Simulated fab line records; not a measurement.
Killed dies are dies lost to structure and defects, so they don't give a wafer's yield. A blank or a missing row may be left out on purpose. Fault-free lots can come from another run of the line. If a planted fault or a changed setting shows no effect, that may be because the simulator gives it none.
A struck lot beside a sound one    flow sky130    16 out of 708 route steps
Sound: wafers L508.1, L508.2, L508.4. The struck wafers were L512.3, L512.5, L512.6. The cause is given at the end.
For every step that has rows: the tool of each side, followed by ch and its chambers, followed by its first start. Under that, the readings that differ: sound wafers    struck wafers    difference of the means    sigmas: that difference in standard deviations of wafers without a fault.
alike: a reading whose means differ by less than 2 such deviations, as well as words and numbers matching on both sides. not compared: withheld readings; readings where some wafer has no value; bounds like >300 that might hide an equal value; numbers whose values overlap and for which the record gives no deviation.
A row with sigmas, a row that says differs or no value, or rows on one side alone: a step with any of these is where the two part. Non-overlapping numbers with no deviation appear without sigmas and do not part them. A reading that every wafer of one side lacks parts them only if that side has two wafers or more.

SKY_SD_N_OVL_MEAS_08:
  sound: overlay-01 at day 32 01:24; struck: overlay-02 at day 33 01:11
  alike: SD_N_OVL
then, 2 steps without rows for these wafers: SKY_SD_N_IMPLANT_09; SKY_SD_N_IMPLANT_10.
SKY_SD_N_STRIP_11: strips in O2/N2.
  sound on plasmaAsher-04 ch 0,1, day 32 01:44; struck on plasmaAsher-03 ch 0,1, day 33 01:32
  alike: drypumpMotorCurrentA, oesProductAu, stripTimeToEndpointS
  not compared: rfHoursCounterH
SKY_SD_N_TW_MEAS_12:
  sound: filmMetro-03 at day 32 01:50; struck: filmMetro-03 at day 33 01:37
reading  sound           struck          difference  sigmas
SD_N_TW  3967 3966 3957  4065 4043 4058  +92         +2
then, 1 step without rows for these wafers: SKY_SD_N_CLEAN_13 (cleans in SC1/SC2, time 150 s).
SKY_SD_N_RTA_14: time 2 s.
  sound on rtpAnneal-01 ch 0, day 32 01:57; struck on rtpAnneal-01 ch 0, day 33 01:44
  alike: lampPowerPct, rampUpCPerS, wafer_temp_C_max
SKY_SD_N_RS_MEAS_16: measurement is done with a four-point probe.
  sound: filmMetro-02 at day 32 02:07; struck: filmMetro-01 at day 33 01:56
  alike: SD_N_RS
SKY_SD_N_RS_MEAS_17: measurement is done with a four-point probe.
  sound: filmMetro-02 at day 32 02:14; struck: filmMetro-01 at day 33 02:03
  alike: SD_P_RS
SKY_SD_N_RS_MEAS_18: measurement is done with a four-point probe.
  sound: filmMetro-02 at day 32 02:22; struck: filmMetro-01 at day 33 02:10
  alike: RES_XHIGH_RS
then, 1 step without rows for these wafers: SKY_SALICIDE_CLEAN_00 (cleans in HF-last, time 30 s).
SKY_LI_CONTACT_HDPCVD_00: deposits PSG, target thk 930 nm, time 155 s.
  sound on hdpcvd-01 ch 0,2, day 32 02:30; struck on hdpcvd-01 ch 0,1,2, day 33 02:16
reading                                       sound              struck             difference  sigmas
runLengthS (s)                                182.9 183.2 183.3  202.6 204.0 203.4  +20.2       +42
model.PSG_of_LI_CONTACT_HDPCVD_00.thkNm (nm)  923.4 923.2 926.8  1043 1045 1048     +121        
SKY_LI_CONTACT_THK_MEAS_01:
  sound: filmMetro-03 at day 32 02:36; struck: filmMetro-03 at day 33 02:23
reading                     sound        struck          difference  sigmas
LI_CONTACT_HDPCVD_THK (nm)  923 923 927  1043 1045 1049  +121        +10
SKY_LI_CONTACT_CMP_02: polishes PSG.
  sound on cmp-01 ch 0,2,3, day 32 03:21; struck on cmp-01 ch 0,3, day 33 02:29
reading              sound           struck          difference  sigmas
timeToEndpointS (s)  29.6 32.4 32.1  46.6 45.6 43.0  +13.7       +5
  alike: motorCurrentA
SKY_LI_CONTACT_BOW_MEAS_03:
  sound: filmMetro-01 at day 32 03:36; struck: filmMetro-02 at day 33 02:46
  alike: LI_CONTACT_BOW
-- a jump in the record: the struck wafers' starts before and after are 16 days apart (it breaks off in module LI_CONTACT and resumes in module PAD_OPEN, where the first step shown is number 708 of the route) --
SKY_PAD_OPEN_PROBE_99:
  sound: prober-02 at day 48 19:05; struck: prober-02 at day 49 10:08
  alike: killed_at_M0_to_M3, killed_at_M4_up, killedAtContacts, killedAtFrontEnd, killedAtOther, killedDies, killedOpen, killedShort

== WHERE THEY PART ==
First at SKY_SD_N_TW_MEAS_12; last, within this record, at SKY_LI_CONTACT_CMP_02. Later steps at which nothing parts them and some readings are alike: SKY_LI_CONTACT_BOW_MEAS_03, SKY_PAD_OPEN_PROBE_99.

WHY: the cause the simulator had injected
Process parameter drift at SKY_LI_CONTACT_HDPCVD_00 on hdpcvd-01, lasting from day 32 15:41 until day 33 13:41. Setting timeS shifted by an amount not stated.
